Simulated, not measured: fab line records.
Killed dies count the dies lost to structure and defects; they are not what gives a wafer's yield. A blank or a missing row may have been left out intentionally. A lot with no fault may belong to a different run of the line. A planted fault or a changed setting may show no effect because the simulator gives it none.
fab line records	flow gf180mcu
record: lots: 24	wafers: 72	last-day: 34
route steps=602 shown V1@360 M3@423 MIM@513 V5@544
lots with no fault: from the same line, run without faults
start-h: start of the lot's first displayed wafer, in hours after the record's first day	wait-h: time in hours since the lot's previous step	" repeats the value in the row above	L1.1+2: several wafers, shown together as one row	- no value present, or no start provided	* or withheld: withheld	< > ~ a bound
route shown NAME@n: NAME is a module with steps in the file, n the number in the route of the first one	usual: mean/standard deviation taken from wafers without a fault	same: alike in all rows	chamber/n: place in a boat	sites: each site's reading	_std_site: the standard deviation of these	_edge_site: inner sites' mean taken away from outer sites' mean	radius-mm: for every site, how far away it sits from the centre of the wafer	mask NAME#n: copy n	behind: tool/chamber where the wafer was last shaped	hold: what put the lot on hold/how long, in hours/how the hold closed	device: the transistor (n, p or np) that didn't switch	end of line: at the end of the route, the tests of the same wafers	a step given without rows: its recipe and nothing more	killed: the dies lost at the first sort to structure and to defects; this is not the yield of the wafer	map: the dies of a wafer, with x for killed, . for not killed, _ for no die there
set.NAME: setting as actually run; set.NAME@STEP: the setting as run at that earlier step	model.NAME: the simulator's own value behind a step, which no gauge read
route steps across a sampled set of lots; one table per step, one row per wafer
services: when a tool's chamber went out of use (start-h, in hours from the record's first day, below 0 if earlier), for how many hours, and the reason
== steps ==
step: GF_V1_THK_MEAS_25
recipe: thk-meas-gauge: xrf	reads: W_of_V1_CVD_23
usual: V1_W_THK: 343/5.1
lot.wafer	tool	chamber	start-h	wait-h	V1_W_THK[nm]
L074.1	film-metro-04	-	405.32	0.1	344
L074.3	"	-	"	"	345
L074.6	"	-	"	"	347
L075.2	film-metro-02	-	408.94	0.1	340
L075.4	"	-	"	"	333
L075.6	"	-	"	"	330
L076.2	film-metro-01	-	419.86	0.1	347
L076.4	"	-	"	"	349
L076.6	"	-	"	"	353
L077.1	film-metro-02	-	436.91	0.1	345
L077.2	"	-	"	"	345
L077.3	"	-	"	"	345
L078.2	film-metro-02	-	444.15	0.1	330
L078.5	"	-	"	"	339
L078.6	"	-	"	"	335
L079.2	film-metro-04	-	457.39	0.1	343
L079.3	"	-	"	"	334
L079.6	"	-	"	"	344
L080.1	film-metro-04	-	471.91	0.1	346
L080.5	"	-	"	"	344
L080.6	"	-	"	"	345
L081.1	film-metro-01	-	482.93	0.1	346
L081.4	"	-	"	"	345
L081.6	"	-	"	"	348
L082.1	film-metro-02	-	501.55	0.1	334
L082.3	"	-	"	"	340
L082.5	"	-	"	"	329
L083.2	film-metro-04	-	505.25	0.1	345
L083.4	"	-	"	"	345
L083.5	"	-	"	"	348
L084.3	film-metro-02	-	518.45	0.1	342
L084.5	"	-	"	"	341
L084.6	"	-	"	"	341
L085.1	film-metro-02	-	528.43	0.1	342
L085.3	"	-	"	"	338
L085.6	"	-	"	"	342
L086.1	film-metro-02	-	529.38	0.1	339
L086.4	"	-	"	"	337
L086.5	"	-	"	"	338
L087.4	film-metro-01	-	539.17	0.1	344
L087.5	"	-	"	"	340
L087.6	"	-	"	"	351
L088.1	film-metro-02	-	549.88	0.1	338
L088.3	"	-	"	"	336
L088.4	"	-	"	"	338
L089.2	film-metro-04	-	558.12	0.1	344
L089.4	"	-	"	"	349
L089.6	"	-	"	"	351
L090.2	film-metro-04	-	559.62	0.1	344
L090.3	"	-	"	"	341
L090.4	"	-	"	"	344
L091.2	film-metro-01	-	565.59	0.1	343
L091.4	"	-	"	"	348
L091.5	"	-	"	"	345
L092.2	film-metro-04	-	567.47	0.1	345
L092.3	"	-	"	"	338
L092.6	"	-	"	"	343
L094.1	film-metro-04	-	581.14	0.1	346
L094.2	"	-	"	"	345
L094.4	"	-	"	"	344
L093.1	film-metro-01	-	586.55	0.1	355
L093.2	"	-	"	"	347
L093.5	"	-	"	"	356
L095.4	film-metro-02	-	587.80	0.1	343
L095.5	"	-	"	"	341
L095.6	"	-	"	"	345
L096.3	film-metro-04	-	595.08	0.1	347
L096.4	"	-	"	"	351
L096.5	"	-	"	"	352
L097.2	film-metro-02	-	603.64	0.1	342
L097.4	"	-	"	"	337
L097.5	"	-	"	"	343
step: GF_M3_CD_MEAS_14
recipe: target-cd-nm: 280
usual: cd-nm: 280.4/1
lot.wafer	tool	chamber	start-h	wait-h	cd-nm
L074.1	cd-sem-01	-	481.08	0.1	281.3
L074.3	"	-	"	"	280.2
L074.6	"	-	"	"	280.9
L075.2	cd-sem-01	-	484.89	0.1	280.1
L075.4	"	-	"	"	281.1
L075.6	"	-	"	"	280.9
L076.2	cd-sem-01	-	495.00	0.1	280.7
L076.4	"	-	"	"	281.2
L076.6	"	-	"	"	280.9
L077.1	cd-sem-02	-	512.93	0.1	281.0
L077.2	"	-	"	"	281.6
L077.3	"	-	"	"	281.4
L078.2	cd-sem-02	-	518.85	0.1	280.0
L078.5	"	-	"	"	280.0
L078.6	"	-	"	"	280.6
L079.2	cd-sem-01	-	532.54	0.1	279.6
L079.3	"	-	"	"	279.9
L079.6	"	-	"	"	280.7
L080.1	cd-sem-01	-	544.60	0.2	279.8
L080.5	"	-	"	"	279.5
L080.6	"	-	"	"	279.7
L081.1	cd-sem-01	-	555.77	0.1	279.7
L081.4	"	-	"	"	279.4
L081.6	"	-	"	"	280.5
L082.1	cd-sem-02	-	573.62	0.1	279.0
L082.3	"	-	"	"	279.8
L082.5	"	-	"	"	279.3
L083.2	cd-sem-01	-	577.29	0.1	280.0
L083.4	"	-	"	"	281.5
L083.5	"	-	"	"	280.3
L084.3	cd-sem-01	-	588.81	0.1	282.6
L084.5	"	-	"	"	282.1
L084.6	"	-	"	"	282.8
L085.1	cd-sem-01	-	597.47	0.1	282.4
L085.3	"	-	"	"	281.2
L085.6	"	-	"	"	281.2
L086.1	cd-sem-01	-	598.47	0.1	280.2
L086.4	"	-	"	"	280.4
L086.5	"	-	"	"	280.7
L087.4	cd-sem-02	-	607.88	0.1	278.9
L087.5	"	-	"	"	279.7
L087.6	"	-	"	"	279.9
L088.1	cd-sem-01	-	617.77	0.1	280.7
L088.3	"	-	"	"	280.9
L088.4	"	-	"	"	280.9
L089.2	cd-sem-02	-	626.09	0.1	281.7
L089.4	"	-	"	"	280.8
L089.6	"	-	"	"	281.3
L090.2	cd-sem-02	-	627.49	0.1	278.1
L090.3	"	-	"	"	279.1
L090.4	"	-	"	"	278.7
L091.2	cd-sem-02	-	633.69	0.1	279.8
L091.4	"	-	"	"	280.3
L091.5	"	-	"	"	279.2
L092.2	cd-sem-01	-	633.74	0.1	281.4
L092.3	"	-	"	"	280.7
L092.6	"	-	"	"	281.2
L094.1	cd-sem-01	-	647.32	0.1	281.4
L094.2	"	-	"	"	281.1
L094.4	"	-	"	"	280.5
L093.1	cd-sem-02	-	652.02	0.1	279.8
L093.2	"	-	"	"	278.6
L093.5	"	-	"	"	279.5
L095.4	cd-sem-01	-	652.43	0.1	281.4
L095.5	"	-	"	"	280.4
L095.6	"	-	"	"	280.6
L096.3	cd-sem-02	-	659.16	0.1	281.5
L096.4	"	-	"	"	280.6
L096.5	"	-	"	"	282.0
L097.2	cd-sem-02	-	667.99	0.1	280.9
L097.4	"	-	"	"	279.8
L097.5	"	-	"	"	280.2
step: GF_M3_STRIP_17
recipe: chemistry: O2/N2	power-w: 1400	pressure-mtorr: 1500	platen-temp-c: 250	o2-flow-sccm: 3000	n2-flow-sccm: 300	overash-fraction: 0.5
usual: drypump-motor-current-A: 5.51/0.21	heater-power-w: 316/34	oes-product-au: 0.538/0.0051	strip-time-to-endpoint-s: 7.39/0.052
lot.wafer	tool	chamber	start-h	wait-h	drypump-motor-current-A	heater-power-w	oes-product-au	rf-hours-counter-h	strip-time-to-endpoint-s
L074.1	plasma-asher-04	0	481.49	0.2	5.63	281	0.539	35	7.35
L074.3	"	0	"	"	5.62	276	0.547	-	7.34
L074.6	"	0	"	"	5.59	282	0.543	-	7.36
L075.2	plasma-asher-04	0	485.28	0.2	5.67	280	0.527	36	7.38
L075.4	"	1	"	"	5.47	308	0.539	-	7.37
L075.6	"	0	"	"	5.65	279	0.540	-	7.41
L076.2	plasma-asher-04	0	495.39	0.2	5.64	284	0.540	37	7.30
L076.4	"	1	"	"	5.41	303	0.541	-	7.32
L076.6	"	0	"	"	5.64	274	0.532	-	7.28
L077.1	plasma-asher-04	1	513.34	0.2	5.42	306	0.536	39	7.36
L077.2	"	0	"	"	5.64	282	0.533	39	7.36
L077.3	"	1	"	"	5.40	300	0.537	-	7.39
L078.2	plasma-asher-01	0	519.24	0.2	5.27	360	0.544	71	7.46
L078.5	"	0	"	"	5.24	357	0.533	-	7.47
L078.6	"	1	"	"	5.84	284	0.545	-	7.47
L079.2	plasma-asher-01	1	532.80	0.1	5.84	278	0.544	73	7.48
L079.3	"	1	"	"	5.85	284	0.546	-	7.48
L079.6	"	0	"	"	5.34	362	0.546	-	7.47
L080.1	plasma-asher-03	0	544.89	0.1	5.22	351	0.532	93	7.34
L080.5	"	0	"	"	5.21	364	0.540	-	7.45
L080.6	"	1	"	"	5.59	312	0.540	-	7.37
L081.1	plasma-asher-03	1	556.05	0.1	5.60	318	0.527	94	7.33
L081.4	"	0	"	"	5.20	364	0.530	-	7.33
L081.6	"	1	"	"	5.59	317	0.539	-	7.32
L082.1	plasma-asher-03	0	573.90	0.1	5.24	351	0.535	96	7.33
L082.3	"	1	"	"	5.61	312	0.524	-	7.35
L082.5	"	0	"	"	5.22	356	0.543	-	7.28
L083.2	plasma-asher-03	1	577.55	0.1	5.59	312	0.535	97	7.37
L083.4	"	1	"	"	5.58	316	0.542	-	7.44
L083.5	"	1	"	"	5.59	316	0.542	-	7.42
L084.3	plasma-asher-01	0	589.08	0.1	5.29	369	0.535	-	7.38
L084.5	"	1	"	"	5.84	288	0.538	-	7.42
L084.6	"	0	"	"	5.29	372	0.535	-	7.41
L085.1	plasma-asher-01	1	597.75	0.1	5.83	285	0.544	81	7.44
L085.3	"	1	"	"	5.83	287	0.540	-	7.45
L085.6	"	0	"	"	5.32	360	0.539	-	7.43
L086.1	plasma-asher-04	0	598.75	0.1	5.65	275	0.536	45	7.37
L086.4	"	0	"	"	5.65	280	0.530	-	7.41
L086.5	"	0	"	"	5.65	280	0.536	-	7.32
L087.4	plasma-asher-04	1	608.13	0.1	5.47	311	0.536	-	7.34
L087.5	"	1	"	"	5.42	304	0.545	-	7.35
L087.6	"	0	"	"	5.65	275	0.535	-	7.37
L088.1	plasma-asher-04	0	618.05	0.1	5.63	272	0.540	48	7.40
L088.3	"	1	"	"	5.43	299	0.535	-	7.40
L088.4	"	0	"	"	5.62	276	0.537	-	7.37
L089.2	plasma-asher-01	0	626.35	0.1	5.30	365	0.545	85	7.37
L089.4	"	1	"	"	5.81	285	0.535	-	7.41
L089.6	"	1	"	"	5.83	293	0.539	-	7.41
L090.2	plasma-asher-01	1	627.76	0.1	5.86	293	0.542	85	7.46
L090.3	"	0	"	"	5.28	371	0.531	-	7.43
L090.4	"	1	"	"	5.85	282	0.545	-	7.40
L091.2	plasma-asher-03	0	633.95	0.1	5.19	354	0.533	106	7.36
L091.4	"	1	"	"	5.58	312	0.534	-	7.38
L091.5	"	1	"	"	5.57	320	0.538	-	7.37
L092.2	plasma-asher-01	0	634.01	0.1	5.28	367	0.541	86	7.41
L092.3	"	0	"	"	5.28	368	0.532	-	7.42
L092.6	"	0	"	"	5.28	368	0.541	-	7.45
L094.1	plasma-asher-01	0	647.73	0.2	5.33	359	0.540	88	7.41
L094.2	"	1	"	"	5.84	289	0.538	88	7.36
L094.4	"	1	"	"	5.85	287	0.539	-	7.36
L093.1	plasma-asher-04	1	652.31	0.1	5.39	303	0.540	53	7.37
L093.2	"	0	"	"	5.60	280	0.540	53	7.43
L093.5	"	0	"	"	5.60	280	0.533	-	7.45
L095.4	plasma-asher-03	0	652.82	0.1	5.24	365	0.537	-	7.42
L095.5	"	1	"	"	5.59	316	0.545	-	7.37
L095.6	"	0	"	"	5.21	361	0.532	-	7.36
L096.3	plasma-asher-04	1	659.57	0.2	5.38	299	0.538	-	7.42
L096.4	"	0	"	"	5.62	281	0.543	-	7.49
L096.5	"	0	"	"	5.61	284	0.535	-	7.43
L097.2	plasma-asher-01	1	668.25	0.1	5.84	283	0.530	90	7.41
L097.4	"	0	"	"	5.29	368	0.542	-	7.44
L097.5	"	0	"	"	5.24	370	0.547	-	7.47
step: GF_MIM_RS_MEAS_10
recipe: thk-meas-gauge: four-point-probe	reads: TiN_of_MIM_SPUTTER_09+AlCu_of_MIM_SPUTTER_08+TiN_of_MIM_SPUTTER_07
usual: MIM_ALCU_RS: 0.1607/0.002
lot.wafer	tool	chamber	start-h	wait-h	MIM_ALCU_RS[ohm/sq]
L074.1	film-metro-04	-	557.24	0.0	0.1613
L074.3	"	-	"	"	0.1600
L074.6	"	-	"	"	0.1598
L075.2	film-metro-03	-	560.60	0.0	0.1582
L075.4	"	-	"	"	0.1592
L075.6	"	-	"	"	0.1593
L076.2	film-metro-04	-	570.49	0.0	0.1594
L076.4	"	-	"	"	0.1629
L076.6	"	-	"	"	0.1620
L077.1	film-metro-04	-	586.59	0.0	0.1604
L077.2	"	-	"	"	0.1592
L077.3	"	-	"	"	0.1608
L078.2	film-metro-04	-	591.24	0.0	0.1634
L078.5	"	-	"	"	0.1604
L078.6	"	-	"	"	0.1623
L079.2	film-metro-03	-	605.61	0.0	0.1643
L079.3	"	-	"	"	0.1620
L079.6	"	-	"	"	0.1623
L080.1	film-metro-04	-	616.79	0.0	0.1620
L080.5	"	-	"	"	0.1629
L080.6	"	-	"	"	0.1617
L081.1	film-metro-03	-	626.66	0.0	0.1593
L081.4	"	-	"	"	0.1628
L081.6	"	-	"	"	0.1598
L082.1	film-metro-02	-	643.65	0.0	0.1617
L082.3	"	-	"	"	0.1619
L082.5	"	-	"	"	0.1598
L083.2	film-metro-02	-	647.35	0.0	0.1585
L083.4	"	-	"	"	0.1599
L083.5	"	-	"	"	0.1599
L084.3	film-metro-03	-	656.53	0.1	0.1568
L084.5	"	-	"	"	0.1581
L084.6	"	-	"	"	0.1578
L085.1	film-metro-02	-	663.33	0.0	0.1624
L085.3	"	-	"	"	0.1604
L085.6	"	-	"	"	0.1622
L086.1	film-metro-02	-	666.65	0.0	0.1588
L086.4	"	-	"	"	0.1585
L086.5	"	-	"	"	0.1589
L087.4	film-metro-02	-	674.12	0.1	0.1605
L087.5	"	-	"	"	0.1584
L087.6	"	-	"	"	0.1581
L088.1	film-metro-04	-	684.84	0.0	0.1588
L088.3	"	-	"	"	0.1568
L088.4	"	-	"	"	0.1557
L089.2	film-metro-02	-	690.86	0.0	0.1655
L089.4	"	-	"	"	0.1610
L089.6	"	-	"	"	0.1621
L090.2	film-metro-04	-	692.17	0.0	0.1659
L090.3	"	-	"	"	0.1643
L090.4	"	-	"	"	0.1638
L091.2	film-metro-02	-	697.78	0.0	0.1609
L091.4	"	-	"	"	0.1625
L091.5	"	-	"	"	0.1604
L092.2	film-metro-04	-	698.02	0.0	0.1591
L092.3	"	-	"	"	0.1645
L092.6	"	-	"	"	0.1627
L094.1	film-metro-03	-	711.04	0.0	0.1608
L094.2	"	-	"	"	0.1653
L094.4	"	-	"	"	0.1625
L093.1	film-metro-04	-	715.59	0.0	0.1612
L093.2	"	-	"	"	0.1608
L093.5	"	-	"	"	0.1613
L095.4	film-metro-02	-	715.73	0.1	0.1617
L095.5	"	-	"	"	0.1596
L095.6	"	-	"	"	0.1605
L096.3	film-metro-03	-	721.13	0.1	0.1573
L096.4	"	-	"	"	0.1590
L096.5	"	-	"	"	0.1611
L097.2	film-metro-04	-	730.12	0.0	0.1617
L097.4	"	-	"	"	0.1653
L097.5	"	-	"	"	0.1605
step: GF_MIM_STRIP_20
recipe: chemistry: O2/N2	power-w: 1400	pressure-mtorr: 1500	platen-temp-c: 250	o2-flow-sccm: 3000	n2-flow-sccm: 300	overash-fraction: 0.5
usual: drypump-motor-current-A: 5.50/0.23	heater-power-w: 321/35	oes-product-au: 0.693/0.0054	strip-time-to-endpoint-s: 11.25/0.038
lot.wafer	tool	chamber	start-h	wait-h	drypump-motor-current-A	heater-power-w	oes-product-au	rf-hours-counter-h	strip-time-to-endpoint-s
L074.1	plasma-asher-03	1	579.21	0.1	5.59	316	0.686	97	11.20
L074.3	"	0	"	"	5.21	362	0.690	-	11.21
L074.6	"	0	"	"	5.25	356	0.688	-	11.23
L075.2	plasma-asher-03	0	582.44	0.0	5.23	357	0.698	98	11.28
L075.4	"	1	"	"	5.60	317	0.695	-	11.23
L075.6	"	1	"	"	5.60	318	0.695	-	11.21
L076.2	plasma-asher-01	0	591.79	0.0	5.28	365	0.692	80	11.20
L076.4	"	0	"	"	5.27	369	0.690	-	11.20
L076.6	"	1	"	"	5.85	286	0.701	-	11.27
L077.1	plasma-asher-01	0	607.64	0.0	5.27	368	0.690	82	11.21
L077.2	"	1	"	"	5.84	278	0.696	82	11.23
L077.3	"	1	"	"	5.83	284	0.691	-	11.24
L078.2	plasma-asher-04	0	612.24	0.0	5.63	272	0.705	48	11.27
L078.5	"	0	"	"	5.63	278	0.696	-	11.21
L078.6	"	1	"	"	5.43	309	0.687	-	11.22
L079.2	plasma-asher-03	1	626.24	0.0	5.58	305	0.686	105	11.26
L079.3	"	0	"	"	5.23	353	0.695	-	11.28
L079.6	"	0	"	"	5.21	346	0.706	-	11.29
L080.1	plasma-asher-04	1	636.76	0.1	5.42	300	0.698	51	11.28
L080.5	"	1	"	"	5.41	310	0.693	-	11.27
L080.6	"	0	"	"	5.60	283	0.684	-	11.20
L081.1	plasma-asher-01	1	646.74	0.0	5.86	282	0.698	87	11.25
L081.4	"	1	"	"	5.84	295	0.702	-	11.25
L081.6	"	1	"	"	5.85	284	0.698	-	11.27
L082.1	plasma-asher-04	0	663.09	0.0	5.65	275	0.690	55	11.26
L082.3	"	0	"	"	5.62	276	0.695	-	11.24
L082.5	"	1	"	"	5.37	312	0.688	-	11.21
L083.2	plasma-asher-04	1	665.94	0.0	5.42	300	0.693	55	11.26
L083.4	"	0	"	"	5.65	279	0.687	-	11.27
L083.5	"	0	"	"	5.62	274	0.688	-	11.25
L084.3	plasma-asher-01	1	675.27	0.1	5.85	292	0.691	-	11.24
L084.5	"	0	"	"	5.26	359	0.685	-	11.23
L084.6	"	1	"	"	5.84	294	0.696	-	11.25
L085.1	plasma-asher-01	1	681.84	0.0	5.85	292	0.695	92	11.31
L085.3	"	0	"	"	5.30	370	0.702	-	11.31
L085.6	"	1	"	"	5.85	287	0.692	-	11.27
L086.1	plasma-asher-01	0	685.24	0.0	5.27	357	0.697	92	11.27
L086.4	"	1	"	"	5.84	286	0.696	-	11.25
L086.5	"	1	"	"	5.84	284	0.684	-	11.21
L087.4	plasma-asher-04	1	692.47	0.1	5.46	304	0.693	-	11.21
L087.5	"	1	"	"	5.44	306	0.689	-	11.25
L087.6	"	0	"	"	5.62	279	0.695	-	11.19
L088.1	plasma-asher-01	0	703.29	0.0	5.28	372	0.696	94	11.25
L088.3	"	0	"	"	5.25	384	0.701	-	11.27
L088.4	"	1	"	"	5.84	285	0.691	-	11.27
L089.2	plasma-asher-03	1	708.54	0.0	5.58	308	0.684	115	11.21
L089.4	"	0	"	"	5.19	363	0.694	-	11.25
L089.6	"	1	"	"	5.59	316	0.687	-	11.22
L090.2	plasma-asher-01	1	710.79	0.0	5.84	287	0.697	95	11.25
L090.3	"	0	"	"	5.27	368	0.694	-	11.25
L090.4	"	1	"	"	5.84	294	0.688	-	11.27
L091.2	plasma-asher-01	1	716.19	0.0	5.83	285	0.693	95	11.35
L091.4	"	0	"	"	5.28	359	0.696	-	11.29
L091.5	"	1	"	"	5.84	292	0.692	-	11.32
L092.2	plasma-asher-03	0	716.39	0.0	5.20	353	0.691	116	11.27
L092.3	"	1	"	"	5.58	313	0.699	-	11.29
L092.6	"	0	"	"	5.20	356	0.696	-	11.31
L094.1	plasma-asher-03	0	728.61	0.1	5.21	359	0.693	117	11.22
L094.2	"	1	"	"	5.58	318	0.697	117	11.29
L094.4	"	1	"	"	5.58	317	0.695	-	11.26
L093.1	plasma-asher-03	0	732.69	0.0	5.25	349	0.692	118	11.21
L093.2	"	1	"	"	5.58	310	0.702	118	11.24
L093.5	"	0	"	"	5.25	359	0.681	-	11.24
L095.4	plasma-asher-01	0	733.84	0.1	5.27	374	0.690	-	11.28
L095.5	"	0	"	"	5.21	374	0.688	-	11.24
L095.6	"	1	"	"	5.85	287	0.697	-	11.24
L096.3	plasma-asher-04	0	738.19	0.1	5.66	275	0.700	-	11.20
L096.4	"	1	"	"	5.40	299	0.695	-	11.22
L096.5	"	0	"	"	5.63	278	0.688	-	11.18
L097.2	plasma-asher-01	0	747.39	0.0	5.31	372	0.701	98	11.25
L097.4	"	0	"	"	5.33	368	0.690	-	11.26
L097.5	"	0	"	"	5.31	363	0.696	-	11.26
step: GF_V5_CMP_04
recipe: material: SiO2	down-force-psi: 4	platen-rpm: 60	pad-velocity-m-s: 0.94248
usual: motor-current-A: 12.0/1.1
lot.wafer	tool	chamber	start-h	wait-h	motor-current-A
L074.3	cmp-02	0	601.78	0.0	12.9
L074.1	"	3	"	"	12.8
L074.6	"	1	"	"	13.2
L075.2	cmp-02	2	605.64	0.1	13.4
L075.4	"	3	"	"	12.0
L075.6	"	0	"	"	12.7
L076.2	cmp-02	2	614.84	0.0	12.8
L076.4	"	1	"	"	13.3
L076.6	"	3	"	"	12.0
L077.1	cmp-02	0	629.99	0.1	12.8
L077.3	"	1	"	"	12.4
L077.2	"	3	"	"	12.5
L078.2	cmp-01	1	634.14	0.0	10.5
L078.6	"	1	"	"	9.9
L078.5	"	2	"	"	12.1
L079.3	cmp-01	3	647.65	0.1	10.2
L079.2	"	0	"	"	12.3
L079.6	"	2	"	"	11.6
L080.1	cmp-01	0	657.82	0.1	12.6
L080.6	"	0	"	"	13.1
L080.5	"	1	"	"	10.6
L081.1	cmp-01	2	667.28	0.1	12.2
L081.4	"	3	"	"	10.4
L081.6	"	1	"	"	9.9
L082.1	cmp-01	0	683.18	0.1	13.5
L082.3	"	1	"	"	10.2
L082.5	"	3	"	"	10.3
L083.4	cmp-01	2	686.17	0.1	12.2
L083.2	"	0	"	"	12.5
L083.5	"	2	"	"	12.4
L084.3	cmp-01	3	695.42	0.1	10.8
L084.6	"	2	"	"	12.1
L084.5	"	3	"	"	10.8
L085.3	cmp-02	0	701.98	0.1	13.2
L085.1	"	1	"	"	13.0
L085.6	"	3	"	"	12.4
L086.4	cmp-01	0	705.33	0.1	12.1
L086.1	"	2	"	"	12.5
L086.5	"	0	"	"	12.5
L087.4	cmp-01	2	712.14	0.0	12.2
L087.5	"	2	"	"	12.6
L087.6	"	3	"	"	10.7
L088.3	cmp-01	3	722.43	0.0	10.7
L088.1	"	0	"	"	12.9
L088.4	"	2	"	"	11.9
L089.4	cmp-01	3	727.57	0.1	10.5
L089.2	"	1	"	"	10.6
L089.6	"	3	"	"	10.4
L090.3	cmp-02	3	729.99	0.1	12.6
L090.4	"	0	"	"	12.9
L090.2	"	1	"	"	13.4
L091.4	cmp-01	0	735.93	0.0	12.0
L091.2	"	2	"	"	12.3
L091.5	"	0	"	"	13.4
L092.3	cmp-02	1	736.02	0.1	12.9
L092.2	"	2	"	"	12.6
L092.6	"	3	"	"	12.2
L094.2	cmp-02	2	748.04	0.2	12.9
L094.4	"	0	"	"	12.4
L094.1	"	1	"	"	13.1
L093.1	cmp-01	3	751.49	0.1	10.2
L093.2	"	0	"	"	12.3
L093.5	"	2	"	"	12.2
L095.4	cmp-02	0	752.34	0.0	12.4
L095.6	"	0	"	"	13.3
L095.5	"	1	"	"	12.9
L096.3	cmp-02	0	756.31	0.0	12.8
L096.4	"	2	"	"	13.0
L096.5	"	1	"	"	13.1
L097.4	cmp-01	3	765.14	0.0	10.8
L097.2	"	1	"	"	10.3
L097.5	"	3	"	"	10.5
== services ==
tool	chamber	start-h	hours	kind
plasma-asher-04	-	470.42	0.8	repair
plasma-asher-04	-	516.12	14.6	pm
cmp-01	-	532.65	5.9	repair
plasma-asher-03	-	549.35	2.0	repair
plasma-asher-04	-	569.11	15.6	pm
cmp-02	-	572.00	4.0	pm
cmp-02	-	576.00	-	consumable-replace:conditioner
cmp-02	-	576.00	3.5	pm
cmp-01	-	597.70	6.1	pm
cmp-02	-	618.41	4.5	pm
cmp-02	-	643.33	0.4	repair
cmp-02	-	657.66	1.4	repair
cmp-02	-	660.83	10.1	repair
cmp-02	-	676.42	0.6	repair
plasma-asher-03	-	733.75	9.0	pm
plasma-asher-03	0	733.75	9.0	vent-cycle
plasma-asher-03	1	733.75	9.0	vent-cycle
cmp-01	-	740.89	3.9	repair
plasma-asher-03	0	742.75	-	clean
plasma-asher-03	1	742.75	-	clean
cmp-01	-	744.83	4.0	pm
cmp-01	-	748.83	-	consumable-replace:conditioner
cmp-01	-	748.83	-	consumable-replace:pad
plasma-asher-03	-	758.25	14.6	pm
== key ==
fault none
